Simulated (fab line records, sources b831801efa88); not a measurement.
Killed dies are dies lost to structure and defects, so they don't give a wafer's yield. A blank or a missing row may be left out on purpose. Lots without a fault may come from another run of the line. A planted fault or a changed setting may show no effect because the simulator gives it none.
Which tool did it? | flow gf180mcu | 11 lots, 33 wafers sampled, at 4 steps of a route of 602

WHAT THE GAUGES READ, wafer by wafer
GF_M2_RS_MEAS_05: measures by four-point-probe.
lot  | measured     | on            | M2_ALCU_RS (ohm/sq)
L762 | day 19 00:08 | film_metro-04 | 0.0693 0.0698 0.0699
L764 | day 20 04:17 | film_metro-04 | 0.0700 0.0700 0.0697
L766 | day 20 16:20 | film_metro-04 | 0.0698 0.0696 0.0698
L768 | day 21 05:32 | film_metro-02 | 0.0687 0.0692 0.0688
L769 | day 21 12:58 | film_metro-03 | 0.0698 0.0691 0.0697
L772 | day 22 18:31 | film_metro-04 | 0.0695 0.0701 0.0692
L776 | day 24 05:09 | film_metro-03 | 0.0694 0.0700 0.0705
L777 | day 24 09:20 | film_metro-02 | 0.0813 0.0815 0.0826 0.0810 0.0815 0.0826
L778 | day 25 03:37 | film_metro-04 | 0.0809 0.0816 0.0812 0.0811 0.0817 0.0813
L780 | day 25 10:04 | film_metro-02 | 0.0683 0.0692 0.0690
L783 | day 26 08:17 | film_metro-02 | 0.0688 0.0696 0.0686

WHICH TOOL RAN EACH LOT (tool, then ch and the chambers of the sampled wafers, then the start)
lot  | GF_V1_CMP_04                  | GF_M2_SPUTTER_02             | GF_M2_SPUTTER_03
L762 | cmp-02 ch 0,2, day 17 21:44   | pvd_sputter-02, day 19 00:02 | pvd_sputter-02, day 19 00:04
L764 | cmp-01 ch 0,3, day 19 01:42   | pvd_sputter-02, day 20 04:11 | pvd_sputter-02, day 20 04:13
L766 | cmp-02 ch 1,2, day 19 14:28   | pvd_sputter-04, day 20 16:13 | pvd_sputter-04, day 20 16:15
L768 | cmp-02 ch 1,2, day 20 03:59   | pvd_sputter-01, day 21 05:25 | pvd_sputter-01, day 21 05:26
L769 | cmp-01 ch 1,2,3, day 20 11:25 | pvd_sputter-01, day 21 12:53 | pvd_sputter-01, day 21 12:55
L772 | cmp-01 ch 0,3, day 21 16:50   | pvd_sputter-02, day 22 18:22 | pvd_sputter-02, day 22 18:23
L776 | cmp-01 ch 0,2,3, day 23 04:14 | pvd_sputter-04, day 24 05:04 | pvd_sputter-04, day 24 05:05
L777 | cmp-02 ch 0,1,2, day 23 09:10 | pvd_sputter-02, day 24 09:13 | pvd_sputter-02, day 24 09:14
L778 | cmp-01 ch 1,2,3, day 24 04:11 | pvd_sputter-02, day 25 03:31 | pvd_sputter-02, day 25 03:33
L780 | cmp-02 ch 0,1,3, day 24 10:35 | pvd_sputter-04, day 25 09:57 | pvd_sputter-04, day 25 09:59
L783 | cmp-01 ch 0,1,2, day 25 08:46 | pvd_sputter-04, day 26 08:12 | pvd_sputter-04, day 26 08:14
- GF_V1_CMP_04: polishes SiO2.
- GF_M2_SPUTTER_02: material AlCu, target thk 450 nm, time 23.9 s.
- GF_M2_SPUTTER_03: material Ti, target thk 10 nm, time 6.426 s.

THE ANSWER, worked out from the rows above alone
Rule: what is usual is taken from the lots themselves. Put in order of their means at a reading, lots are off if they are a third of the lots or fewer, leave a main group of 4 or more, and stand apart from it by a gap of 3 or more times the standard deviation of the main group's means; of several such gaps the widest counts. A main group whose means are all the same, to the digits that the tables above print for the reading, isn't used. A lot without any number at a reading at which 4 lots or more have one is off too. The other lots that the step has rows for count as sound.
Off: L777, L778, at GF_M2_RS_MEAS_05 (M2_ALCU_RS). The main group: mean 0.0695 ohm/sq, standard deviation 0.00041.
A tool fits if, at a process step before that reading, it ran every lot that is off, and no sound lot after the first of them. The gauges at GF_M2_RS_MEAS_05 are tried like those tools. One fits: pvd_sputter-02 at GF_M2_SPUTTER_02 and GF_M2_SPUTTER_03. At GF_M2_SPUTTER_02 its last sound lot is L772 (day 22 18:22), its first lot that is off L777 (day 24 09:13): a fault that began between those two fits.

WHAT THE SIMULATOR HAD PUT IN
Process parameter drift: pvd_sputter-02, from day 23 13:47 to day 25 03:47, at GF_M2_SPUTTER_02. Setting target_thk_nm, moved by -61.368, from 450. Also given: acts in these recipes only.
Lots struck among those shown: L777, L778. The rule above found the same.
